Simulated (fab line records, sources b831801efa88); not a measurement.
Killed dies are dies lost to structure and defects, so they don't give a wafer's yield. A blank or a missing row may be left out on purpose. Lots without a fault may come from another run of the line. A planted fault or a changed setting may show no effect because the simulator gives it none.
fab line records | flow sky130
record lots=6 wafers=18 last_day=49
route steps=708 shown VIA4@649 METAL5@661 PAD_OPEN@708
lots that met no fault: from a run of the same line without faults
start_h: hours from the record's first day to the start of the lot's first wafer shown | wait_h: hours since the lot's step before | " the same as in the row above | L1.1+2: a row that stands for several wafers | - no value, or no start given | * or withheld: withheld | < > ~ a bound
route shown NAME@n: a module of which the file shows steps, and the number in the route of the first | usual: mean/standard deviation of fault-free wafers | same: alike in all rows | chamber/n: place in a boat | sites: the reading at each site | _std_site: their standard deviation | _edge_site: outer sites' mean less inner sites' | radius_mm: how far each site lies from the wafer's centre | mask NAME#n: copy n | behind: the tool/chamber that last shaped the wafer | hold: why the lot was held/for how many hours/how that ended | device: the transistor (n, p or np) that didn't switch | end of line: the same wafers' tests at the end of the route | a step without rows: its recipe alone | killed: dies lost to structure and defects at the first sort, not the wafer's yield | map: a wafer's dies, x killed, . not, _ none there
set.NAME: the setting as run; set.NAME@STEP: as run at that earlier step | model.NAME: the simulator's own value behind a step, which no gauge read
lots at some steps of the route; a table a step, a row a wafer
services: from which hour (start_h, from the record's first day; less than 0 if before it) a tool's chamber was out of use, for how many hours, and why
## steps
# step SKY_VIA4_DEVELOP_10
# recipe resist=NOVOLAK developer=TMAH develop_time_s=60 dev_temp_c=23
# step SKY_VIA4_OVL_MEAS_11
# usual VIA4_OVL=0.2/1.6
# columns lot.wafer tool chamber start_h wait_h VIA4_OVL[nm]
L510.3 overlay-01 - 1000.38 0.1 -2.6
L510.4 " - " " 0.2
L510.6 " - " " -0.7
L514.1 overlay-02 - 1030.47 0.1 2.3
L514.3 " - " " 2.0
L514.6 " - " " 3.5
L519.1 overlay-02 - 1062.46 0.1 -1.4
L519.2 " - " " 1.1
L519.4 " - " " -0.1
L522.1 overlay-02 - 1083.86 0.1 0.7
L522.3 " - " " 0.9
L522.4 " - " " -0.8
L526.2 overlay-01 - 1127.41 0.1 -0.8
L526.5 " - " " -1.2
L526.6 " - " " -2.5
L529.1 overlay-02 - 1127.67 0.1 2.7
L529.3 " - " " -0.4
L529.5 " - " " 3.1
# step SKY_VIA4_ETCH_12
# recipe target=SiO2 chemistry=C4F8/O2/Ar stop_on=TiN mask_material=NOVOLAK source_w=1500 bias_w=1200 pressure_mtorr=40 c4f8_flow_sccm=withheld O2_flow_sccm=6 Ar_flow_sccm=300 time_s=withheld target_depth_a=5800
# usual bias_w=1200/3.4 oes_product_au=0.926/0.0046
# columns lot.wafer tool chamber start_h wait_h bias_w oes_product_au
L510.3 rie_diel-04 2 1000.40 0.0 1195 0.928
L510.4 " 3 " " 1197 0.924
L510.6 " 1 " " 1203 0.926
L514.1 rie_diel-02 2 1030.50 0.0 1200 0.926
L514.3 " 3 " " 1198 0.927
L514.6 " 1 " " 1200 0.929
L519.1 rie_diel-03 3 1062.50 0.0 1202 0.924
L519.2 " 0 " " 1198 0.924
L519.4 " 2 " " 1201 0.928
L522.1 rie_diel-04 1 1083.90 0.0 1201 0.930
L522.3 " 2 " " 1197 0.924
L522.4 " 0 " " 1197 0.925
L526.2 rie_diel-04 3 1127.44 0.0 1200 0.927
L526.5 " 3 " " 1200 0.927
L526.6 " 2 " " 1204 0.922
L529.1 rie_diel-02 3 1127.70 0.0 1199 0.922
L529.3 " 2 " " 1196 0.932
L529.5 " 0 " " 1197 0.920
# step SKY_VIA4_STRIP_13
# recipe chemistry=O2/N2 power_w=1400 pressure_mtorr=1500 platen_temp_c=withheld o2_flow_sccm=3000 n2_flow_sccm=300 overash_fraction=0.5
# usual drypump_motor_current_A=5.40/0.26 n2_flow_sccm=300.1/0.84 oes_product_au=0.709/0.0041 strip_time_to_endpoint_s=12.81/0.034
# columns lot.wafer tool chamber start_h wait_h drypump_motor_current_A n2_flow_sccm oes_product_au rf_hours_counter_h strip_time_to_endpoint_s
L510.3 plasma_asher-01 0 1000.51 - 5.25 300.9 0.714 - 12.77
L510.4 " 1 " " 5.35 300.4 0.713 - 12.77
L510.6 " 0 " " 5.25 302.6 0.709 - 12.77
L514.1 plasma_asher-04 1 1030.57 - 5.38 301.1 0.711 91 12.86
L514.3 " 1 " " 5.39 300.2 0.708 - 12.76
L514.6 " 1 " " 5.40 300.4 0.710 - 12.80
L519.1 plasma_asher-01 1 1062.57 - 5.28 299.2 0.711 60 12.84
L519.2 " 0 " " 5.27 300.4 0.703 60 12.82
L519.4 " 0 " " 5.29 300.5 0.708 - 12.85
L522.1 plasma_asher-04 1 1083.97 - 5.41 299.5 0.711 96 12.81
L522.3 " 0 " " 5.60 298.6 0.717 - 12.81
L522.4 " 1 " " 5.44 301.1 0.710 - 12.78
L526.2 plasma_asher-03 1 1127.51 - 5.85 300.4 0.717 39 12.80
L526.5 " 0 " " 4.84 299.8 0.713 - 12.82
L526.6 " 1 " " 5.84 299.9 0.712 - 12.73
L529.1 plasma_asher-01 0 1127.77 - 5.29 300.1 0.721 67 12.80
L529.3 " 0 " " 5.26 300.8 0.709 - 12.79
L529.5 " 0 " " 5.27 299.8 0.713 - 12.80
# step SKY_VIA4_STRIP_14
# recipe chemistry=post_etch_residue_remover time_s=1200 temp_c=72.5
# step SKY_VIA4_CLEAN_15
# recipe chemistry=IPA time_s=180 temp_c=25
# step SKY_VIA4_CLEAN_16
# recipe chemistry=O3/DIW dry=n2_spin
# step SKY_VIA4_SPUTTER_17
# recipe material=TiN target_thk_nm=20 chamber_pressure_pa=5 power_w=4000 time_s=80
# usual throttle_valve_pct=30.1/1.3
# same time_s=80
# columns lot.wafer tool chamber start_h wait_h throttle_valve_pct
L510.3 pvd_sputter-02 - 1001.07 0.0 30.1
L510.4 " - " " 30.9
L510.6 " - " " 29.0
L514.1 pvd_sputter-02 - 1031.21 0.0 29.3
L514.3 " - " " 29.8
L514.6 " - " " 29.2
L519.1 pvd_sputter-01 - 1063.17 0.0 29.5
L519.2 " - " " 29.7
L519.4 " - " " 33.1
L522.1 pvd_sputter-02 - 1084.57 0.0 30.2
L522.3 " - " " 30.9
L522.4 " - " " 31.1
L526.2 pvd_sputter-02 - 1128.10 0.0 30.3
L526.5 " - " " 29.3
L526.6 " - " " 29.2
L529.1 pvd_sputter-01 - 1128.37 0.0 29.9
L529.3 " - " " 28.7
L529.5 " - " " 33.0
# step SKY_VIA4_CVD_18
# recipe material=W target_thk_nm=505 time_s=152.14 temp_c=400 pressure_torr=40
# step SKY_VIA4_RS_MEAS_19
# recipe thk_meas_gauge=four-point-probe reads=W_of_VIA4_CVD_18+TiN_of_VIA4_SPUTTER_17
# usual VIA4_W_RS=0.2272/0.0027
# columns lot.wafer tool chamber start_h wait_h VIA4_W_RS[ohm/sq]
L510.3 film_metro-02 - 1001.33 0.1 0.2299
L510.4 " - " " 0.2305
L510.6 " - " " 0.2296
L514.1 film_metro-01 - 1031.42 0.1 0.2282
L514.3 " - " " 0.2288
L514.6 " - " " 0.2290
L519.1 film_metro-02 - 1063.38 0.1 0.2247
L519.2 " - " " 0.2268
L519.4 " - " " 0.2274
L522.1 film_metro-02 - 1084.78 0.1 0.2336
L522.3 " - " " 0.2304
L522.4 " - " " 0.2251
L526.2 film_metro-01 - 1128.34 0.1 0.2295
L526.5 " - " " 0.2271
L526.6 " - " " 0.2247
L529.1 film_metro-02 - 1128.58 0.1 0.2220
L529.3 " - " " 0.2228
L529.5 " - " " 0.2235
# step SKY_VIA4_THK_MEAS_20
# recipe thk_meas_gauge=xrf reads=W_of_VIA4_CVD_18
# usual VIA4_W_THK=508/8.6
# columns lot.wafer tool chamber start_h wait_h VIA4_W_THK[nm]
L510.3 film_metro-02 - 1001.43 0.1 495
L510.4 " - " " 496
L510.6 " - " " 501
L514.1 film_metro-01 - 1031.54 0.1 500
L514.3 " - " " 496
L514.6 " - " " 497
L519.1 film_metro-02 - 1063.50 0.1 512
L519.2 " - " " 509
L519.4 " - " " 505
L522.1 film_metro-02 - 1084.90 0.1 492
L522.3 " - " " 497
L522.4 " - " " 507
L526.2 film_metro-01 - 1128.45 0.1 502
L526.5 " - " " 507
L526.6 " - " " 510
L529.1 film_metro-02 - 1128.70 0.1 514
L529.3 " - " " 512
L529.5 " - " " 513
# step SKY_VIA4_CMP_21
# recipe stop_on=SiO2 t_overpolish_s=25 down_force_psi=3.5 platen_rpm=60 target_thk_nm=0 pad_velocity_m_s=0.94248
# usual motor_current_A=11.1/0.95 overpolish_run_s=25.001/0.01 time_to_endpoint_s=122/5.8
# columns lot.wafer tool chamber start_h wait_h motor_current_A overpolish_run_s time_to_endpoint_s
L510.4 cmp-02 3 1001.47 0.0 12.0 25.012 115
L510.3 " 1 " " 11.1 25.017 120
L510.6 " 0 " " 12.2 24.998 117
L514.1 cmp-01 1 1031.60 0.1 10.6 24.989 126
L514.3 " 3 " " 10.8 25.011 113
L514.6 " 1 " " 11.0 25.006 126
L519.4 cmp-02 1 1063.56 0.0 11.3 25.004 124
L519.1 " 2 " " 10.0 24.995 119
L519.2 " 3 " " 12.1 25.007 114
L522.1 cmp-02 2 1085.22 0.3 9.7 25.004 115
L522.4 " 3 " " 12.4 24.991 122
L522.3 " 1 " " 11.2 24.999 127
L526.2 cmp-02 3 1128.50 0.0 12.7 24.995 120
L526.5 " 3 " " 12.5 24.991 122
L526.6 " 0 " " 12.1 25.006 124
L529.1 cmp-01 0 1128.76 0.1 9.7 24.999 131
L529.3 " 1 " " 11.0 25.013 130
L529.5 " 1 " " 11.5 25.011 126
# step SKY_METAL5_SPUTTER_00
# recipe material=Ti target_thk_nm=15 power_w=3000 time_s=10 chamber_pressure_pa=0.4
# usual throttle_valve_pct=29.7/1.2
# columns lot.wafer tool chamber start_h wait_h throttle_valve_pct model.Ti_of_METAL5_SPUTTER_00.thk_nm
L510.3 pvd_sputter-04 - 1001.77 0.1 28.6 14.69
L510.4 " - " " 28.6 14.95
L510.6 " - " " 30.9 14.93
L514.1 pvd_sputter-03 - 1031.90 0.2 29.7 15.37
L514.3 " - " " 27.9 15.33
L514.6 " - " " 32.0 15.37
L519.1 pvd_sputter-04 - 1063.86 0.2 28.6 11.92
L519.2 " - " " 28.5 11.74
L519.4 " - " " 31.1 12.02
L522.1 pvd_sputter-04 - 1085.52 0.2 28.6 11.5
L522.3 " - " " 30.9 12.06
L522.4 " - " " 28.7 11.84
L526.2 pvd_sputter-03 - 1128.80 0.2 31.6 15
L526.5 " - " " 29.4 14.79
L526.6 " - " " 29.7 14.88
L529.1 pvd_sputter-02 - 1129.06 0.2 29.2 15.25
L529.3 " - " " 29.5 15.5
L529.5 " - " " 29.6 15.56
# step SKY_METAL5_SPUTTER_01
# recipe material=TiN target_thk_nm=20 power_w=6500 time_s=16.7 chamber_pressure_pa=0.4
# usual throttle_valve_pct=29.7/1.2
# same time_s=16.7
# columns lot.wafer tool chamber start_h wait_h throttle_valve_pct
L510.3 pvd_sputter-04 - 1001.79 0.0 28.4
L510.4 " - " " 28.6
L510.6 " - " " 31.2
L514.1 pvd_sputter-03 - 1031.93 0.0 29.6
L514.3 " - " " 28.2
L514.6 " - " " 31.5
L519.1 pvd_sputter-04 - 1063.88 0.0 28.6
L519.2 " - " " 28.3
L519.4 " - " " 31.1
L522.1 pvd_sputter-04 - 1085.54 0.0 28.5
L522.3 " - " " 30.7
L522.4 " - " " 28.4
L526.2 pvd_sputter-03 - 1128.82 0.0 31.6
L526.5 " - " " 29.3
L526.6 " - " " 29.6
L529.1 pvd_sputter-02 - 1129.08 0.0 29.0
L529.3 " - " " 29.4
L529.5 " - " " 29.3
# step SKY_PAD_OPEN_PROBE_99
# usual defect_limited_yield=82.8/1.9 killed_at_M0_to_M3=42/6.3 killed_at_M4_up=3.2/1.9 killed_at_contacts=24/5.8 killed_at_front_end=15/4.3 killed_at_other=0.2/0.62 killed_dies=85/9.3 killed_on_rim=16/3.3 killed_open=46/6.8 killed_short=38/6.1 sort_bin_3_pad_short=0.8/0.43 sort_bin_5_function=10.2/1.5 sort_bin_6_memory=6.2/1.1 sort_n_pass=407/9.3 sort_yield_pct=82.8/1.9
# same gross_dies=492 killed_at_back_side=0 sort_bin_4_leakage[%]=0 sort_bin_8_speed[%]=0
# columns lot.wafer tool chamber start_h wait_h defect_limited_yield[%] killed_at_M0_to_M3 killed_at_M4_up killed_at_contacts killed_at_front_end killed_at_other killed_dies killed_on_rim killed_open killed_short sort_bin_3_pad_short[%] sort_bin_5_function[%] sort_bin_6_memory[%] sort_n_pass sort_yield_pct[%]
L510.3 prober-01 - 1071.02 0.2 84.6 41 8 16 11 0 76 16 44 30 0.6 8.3 6.5 416 84.6
L510.4 prober-01 - 1071.07 0.2 83.9 37 6 22 14 0 79 16 45 34 0.6 9.1 6.3 413 83.9
L510.6 prober-01 - 1071.17 0.2 81.9 44 6 23 15 1 89 16 55 32 0.6 11.2 6.3 403 81.9
L514.1 prober-01 - 1096.91 0.1 82.9 38 4 25 17 0 84 15 48 35 1.6 10.4 5.1 408 82.9
L514.3 prober-01 - 1097.01 0.2 81.5 50 3 22 16 0 91 16 52 37 0.6 10.8 7.1 401 81.5
L514.6 prober-01 - 1097.16 0.2 84.1 31 4 19 23 1 78 19 40 36 0.6 8.7 6.5 414 84.1
L519.1 prober-02 - 1127.24 0.1 82.7 35 3 23 24 0 85 11 39 46 1.8 9.8 5.7 407 82.7
L519.2 prober-02 - 1127.29 0.1 82.7 40 5 20 19 1 85 13 52 33 0.4 11.6 5.3 407 82.7
L519.4 prober-02 - 1127.39 0.2 86.4 31 0 18 17 1 67 13 37 30 0.6 7.5 5.5 425 86.4
L522.1 prober-01 - 1146.38 0.1 82.7 40 5 18 22 0 85 11 45 39 1.4 10.0 5.9 407 82.7
L522.3 prober-01 - 1146.48 0.2 81.9 44 1 28 15 1 89 16 59 30 0.6 11.8 5.7 403 81.9
L522.4 prober-01 - 1146.53 0.2 82.5 46 1 22 17 0 86 20 50 36 1.2 9.8 6.5 406 82.5
L526.2 prober-01 - 1184.46 0.1 84.6 37 6 16 17 0 76 17 40 36 0.6 8.1 6.7 416 84.6
L526.5 prober-01 - 1184.61 0.2 82.3 46 2 24 15 0 87 19 52 35 0.2 10.6 6.9 405 82.3
L526.6 prober-01 - 1184.66 0.2 79.9 50 3 32 14 0 99 18 52 47 2.0 12.2 5.9 393 79.9
L529.1 prober-02 - 1185.08 0.1 80.5 43 1 31 17 4 96 22 59 35 1.4 11.0 7.1 396 80.5
L529.3 prober-02 - 1185.18 0.2 83.3 47 2 17 15 1 82 13 38 44 1.2 10.0 5.5 410 83.3
L529.5 prober-02 - 1185.28 0.2 83.5 41 2 23 15 0 81 16 46 35 1.8 10.2 4.5 411 83.5
# killed by level:class
L510.3 VIA1:geometric_particle:open=13 CONTACT:geometric_particle:open=9 METAL2:geometric_particle:short=7 VIA2:geometric_particle:open=5 VIA3:geometric_particle:short=5 FIELD_ISO:geometric_particle:short=4 FIELD_ISO:geometric_particle:open=3 LI_CONTACT:geometric_particle:open=3
L510.4 CONTACT:geometric_particle:open=8 VIA2:geometric_particle:open=8 VIA3:geometric_particle:open=8 LI_CONTACT:geometric_particle:open=6 LOCAL_INTERCONNECT:geometric_particle:short=5 VIA1:geometric_particle:open=5 FIELD_ISO:geometric_particle:open=3 FIELD_ISO:geometric_particle:short=3
L510.6 VIA1:geometric_particle:open=14 LI_CONTACT:geometric_particle:open=8 CONTACT:geometric_particle:open=7 VIA2:geometric_particle:open=6 VIA1:geometric_particle:short=5 METAL2:geometric_particle:short=5 FIELD_ISO:geometric_particle:open=4 LI_CONTACT:geometric_particle:short=4
L514.1 LI_CONTACT:geometric_particle:open=8 CONTACT:geometric_particle:open=7 VIA1:geometric_particle:open=7 CONTACT:geometric_particle:short=5 METAL2:geometric_particle:short=5 VIA2:geometric_particle:open=5 VIA3:geometric_particle:short=5 VIA3:geometric_particle:open=5
L514.3 VIA1:geometric_particle:open=15 CONTACT:geometric_particle:open=8 LI_CONTACT:geometric_particle:open=7 VIA2:geometric_particle:open=6 METAL2:geometric_particle:short=6 POLY_GATE:geometric_particle:open=5 LI_CONTACT:geometric_particle:short=4 METAL1:geometric_particle:short=4
L514.6 CONTACT:geometric_particle:open=8 LI_CONTACT:geometric_particle:open=6 POLY_GATE:geometric_particle:open=5 VIA1:geometric_particle:open=5 METAL2:geometric_particle:short=5 FIELD_ISO:geometric_particle:short=4 POLY_GATE:geometric_particle:short=4 VIA2:geometric_particle:short=4
L519.1 FIELD_ISO:geometric_particle:open=9 METAL2:geometric_particle:short=8 VIA1:geometric_particle:open=8 CONTACT:geometric_particle:short=7 CONTACT:geometric_particle:open=7 LOCAL_INTERCONNECT:geometric_particle:short=6 VIA2:geometric_particle:short=5 FIELD_ISO:geometric_particle:short=4
L519.2 CONTACT:geometric_particle:open=9 VIA1:geometric_particle:open=8 FIELD_ISO:geometric_particle:open=7 METAL1:geometric_particle:short=7 VIA3:geometric_particle:open=7 LI_CONTACT:geometric_particle:open=6 FIELD_ISO:geometric_particle:short=5 METAL1:geometric_particle:open=4
L519.4 FIELD_ISO:geometric_particle:open=6 VIA3:geometric_particle:open=6 VIA2:geometric_particle:open=5 LI_CONTACT:geometric_particle:open=5 LOCAL_INTERCONNECT:geometric_particle:short=5 CONTACT:geometric_particle:open=5 FIELD_ISO:geometric_particle:short=4 VIA2:geometric_particle:short=4
L522.1 CONTACT:geometric_particle:open=12 FIELD_ISO:geometric_particle:short=9 VIA1:geometric_particle:open=9 VIA1:geometric_particle:short=8 FIELD_ISO:geometric_particle:open=4 METAL1:geometric_particle:short=4 VIA2:geometric_particle:open=4 VIA3:geometric_particle:open=4
L522.3 CONTACT:geometric_particle:open=13 LI_CONTACT:geometric_particle:open=9 VIA1:geometric_particle:open=9 VIA3:geometric_particle:open=8 VIA2:geometric_particle:open=7 FIELD_ISO:geometric_particle:open=6 VIA1:geometric_particle:short=6 VIA2:geometric_particle:short=6
L522.4 VIA1:geometric_particle:open=14 VIA2:geometric_particle:open=7 METAL1:geometric_particle:short=7 LI_CONTACT:geometric_particle:open=6 FIELD_ISO:geometric_particle:open=5 CONTACT:geometric_particle:short=5 CONTACT:geometric_particle:open=5 VIA3:geometric_particle:open=5
L526.2 VIA1:geometric_particle:open=10 POLY_GATE:geometric_particle:open=7 LI_CONTACT:geometric_particle:open=6 METAL2:geometric_particle:short=5 VIA3:geometric_particle:short=5 CONTACT:geometric_particle:short=4 VIA1:geometric_particle:short=4 VIA2:geometric_particle:short=4
L526.5 VIA3:geometric_particle:open=11 VIA1:geometric_particle:open=9 CONTACT:geometric_particle:open=8 LI_CONTACT:geometric_particle:open=7 FIELD_ISO:geometric_particle:short=5 METAL1:geometric_particle:short=5 VIA1:geometric_particle:short=4 VIA2:geometric_particle:open=4
L526.6 CONTACT:geometric_particle:open=14 VIA1:geometric_particle:open=9 VIA3:geometric_particle:open=8 VIA1:geometric_particle:short=7 CONTACT:geometric_particle:short=6 FIELD_ISO:geometric_particle:short=5 LI_CONTACT:geometric_particle:open=5 VIA2:geometric_particle:open=5
L529.1 CONTACT:geometric_particle:open=12 VIA1:geometric_particle:open=11 LI_CONTACT:geometric_particle:open=9 METAL2:geometric_particle:short=7 VIA3:geometric_particle:open=6 VIA2:geometric_particle:open=4 FIELD_ISO:geometric_particle:short=3 FIELD_ISO:geometric_particle:open=3
L529.3 METAL1:geometric_particle:short=10 VIA1:geometric_particle:open=8 VIA1:geometric_particle:short=7 METAL2:geometric_particle:short=7 SPACER:geometric_particle:open=6 LI_CONTACT:geometric_particle:open=5 CONTACT:geometric_particle:short=4 CONTACT:geometric_particle:open=4
L529.5 VIA2:geometric_particle:open=12 CONTACT:geometric_particle:open=8 LI_CONTACT:geometric_particle:open=7 METAL2:geometric_particle:short=7 VIA1:geometric_particle:open=6 FIELD_ISO:geometric_particle:short=5 METAL1:geometric_particle:short=5 LOCAL_INTERCONNECT:geometric_particle:short=4
## services
# columns tool chamber start_h hours kind
cmp-02 - 983.26 3.3 repair
cmp-02 - 986.04 0.6 repair
rie_diel-02 1 1000.80 5.6 repair
rie_diel-02 0 1010.48 22.9 repair
pvd_sputter-03 - 1020.89 9.8 repair
pvd_sputter-04 3 1025.28 - consumable_replace:kit
pvd_sputter-04 3 1025.28 18.0 scheduled_down
pvd_sputter-04 3 1025.28 18.0 vent_cycle
rie_diel-03 - 1028.30 0.7 repair
rie_diel-03 2 1044.13 3.0 repair
cmp-02 - 1044.69 6.3 pm
pvd_sputter-02 - 1060.50 0.9 repair
pvd_sputter-02 - 1063.43 0.7 repair
plasma_asher-04 - 1069.21 1.1 repair
pvd_sputter-02 1 1070.66 - consumable_replace:kit
pvd_sputter-02 1 1070.66 18.0 scheduled_down
pvd_sputter-02 1 1070.66 18.0 vent_cycle
cmp-01 - 1083.24 4.0 pm
rie_diel-02 2 1088.83 7.5 repair
rie_diel-02 3 1099.72 9.5 repair
pvd_sputter-02 - 1108.76 1.9 repair
rie_diel-03 3 1117.66 16.2 repair
pvd_sputter-04 2 1123.89 - consumable_replace:kit
pvd_sputter-04 2 1123.89 18.0 scheduled_down
## key
first_sign none at tools or gauges
model_effect step=SKY_METAL5_SPUTTER_00 value=Ti_of_METAL5_SPUTTER_00.thk_nm without=14.87 struck=11.85
met_at SKY_METAL5_SPUTTER_00
struck_wafers L519.1,L519.2,L519.4,L522.1,L522.3,L522.4
onset_between 1001.77 1063.86
fault kind=process_parameter_drift tool=pvd_sputter-04 chamber=- onset_h=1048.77 steps=SKY_METAL5_SPUTTER_00 channel=time_s offset=* shape=step end_h=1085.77 acts_in=* stated=*
